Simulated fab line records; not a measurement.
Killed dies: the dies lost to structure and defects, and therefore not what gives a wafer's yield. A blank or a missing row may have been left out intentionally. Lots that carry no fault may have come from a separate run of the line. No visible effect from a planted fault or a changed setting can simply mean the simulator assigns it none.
Matching of chambers	flow gf180mcu	GF_CONTACT_CMP_04 on cmp-02 has 4 sister chambers
The step polishes SiO2. 8 wafers are shown with their chamber, then 8 later ones without.

== EACH WAFER AND ITS CHAMBER ==
wafer	chamber	motor current A (A)	time to endpoint s (s)
L646.5	1	9.9	109
L648.2	0	11.1	113
L648.3	2	14.1	111
L648.5	0	10.9	115
L651.1	3	13.1	105
L651.2	1	10.1	115
L651.5	3	13.3	112
L661.2	2	14.6	102

== WAFERS WITHOUT THEIR CHAMBER ==
wafer	motor current A (A)	time to endpoint s (s)
L661.4	11.6	111
L661.6	9.8	117
L663.1	10.9	103
L663.2	13.3	111
L663.6	14.4	113
L666.3	9.9	114
L666.4	14.4	118
L666.5	11.1	123

== WHICH CHAMBER EACH ONE RAN IN ==
wafer	from the rows above	in truth
L661.4	0	0
L661.6	1	1
L663.1	0	0
L663.2	3	3
L663.6	2	2
L666.3	1	1
L666.4	2	2
L666.5	0	0
Correct placement for 8 of the 8. Left unplaced by these rows: 0. Placed wrongly: 0.
How it was worked out, from the rows above alone: a wafer's distance from a chamber is the root of the sum, over the readings, of the square of ((its reading less the chamber's mean) divided by the reading's scatter). The wafer belongs to the nearest chamber; if the next one is less than 2 further off, it can't be placed. A chamber's mean is the mean of its shown wafers. The scatter: the root of (the sum of the squares of (reading less its chamber's mean) over the shown wafers, divided by (wafers less chambers)).
